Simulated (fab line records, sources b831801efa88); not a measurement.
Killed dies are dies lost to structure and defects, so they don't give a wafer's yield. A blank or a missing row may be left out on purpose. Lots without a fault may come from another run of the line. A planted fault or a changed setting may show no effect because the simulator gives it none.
One fault seen from 2 desks | flow gf180mcu | each desk has only its own numbers; what lay behind them comes last

THE TOOL OWNER'S DESK: pecvd-02
The tool's own readings at GF_V1_CVD_02 (deposits SiO2 from TEOS, target thk 850 nm, time 94.851 s): means of the sampled wafers that have a number, for each lot that ran on this tool. A lot is out of limits, marked OUT, if its mean lies more than 4 standard deviations from the usual mean; the brackets give that distance.
Columns: A = heater_power_outer_w at GF_V1_CVD_02, usual 382 W; B = heater_power_w at GF_V1_CVD_02, usual 639 W
lot  | first seen here | A   | B
L873 | day 19 02:32    | 408 | 699
L877 | day 20 02:47    | 379 | 656
L879 | day 20 23:39    | 407 | 684
L888 | day 24 00:33    | 402 | 678
L890 | day 24 17:53    | 437 | 744
This desk's finding: nothing out of limits on any of the 5 lots.

THE METROLOGY DESK
What the gauges read, lot by lot, whatever tool the lot ran on: means of the sampled wafers that have a number. A lot is out of limits, marked OUT, if its mean lies more than 4 standard deviations from the usual mean; the brackets give that distance.
Columns: A = CONTACT_W_THK at GF_CONTACT_THK_MEAS_26, usual 319 nm; B = V1_CVD_02_THK at GF_V1_THK_MEAS_03, usual 847 nm
lot  | first seen here | A   | B
L869 | day 16 01:14    | 320 | 852
L870 | day 16 21:12    | 316 | 842
L873 | day 18 00:52    | 319 | 862
L877 | day 19 00:50    | 312 | 762 (-7.8) OUT
L879 | day 19 21:47    | 320 | 757 (-8.2) OUT
L884 | day 21 15:30    | 318 | 849
L887 | day 22 14:58    | 319 | 848
L888 | day 23 00:19    | 320 | 852
L889 | day 23 16:30    | 314 | 840
L890 | day 23 17:36    | 323 | 857
L892 | day 24 07:52    | 318 | 860
This desk's finding: out of limits on L877, L879; first on L877, day 20 02:53 (V1_CVD_02_THK at GF_V1_THK_MEAS_03). In limits: L869, L870, L873, L884, L887, L888, L889, L890, L892.

PUT TOGETHER
The metrology desk could have raised an alarm at day 20 02:53, on L877, L879.
The tool owner's desk saw nothing out of limits.
The tool owner's desk has L877, L879 on record, within its limits.
Of the lots named, all ran GF_V1_CVD_02 on pecvd-02.

WHAT THE SIMULATOR HAD PUT IN
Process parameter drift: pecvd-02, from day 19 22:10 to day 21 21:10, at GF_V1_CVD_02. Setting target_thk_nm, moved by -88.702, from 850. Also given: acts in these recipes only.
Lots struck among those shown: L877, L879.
Hours from the fault's start to each desk's first reading out of limits: the metrology desk, 5.
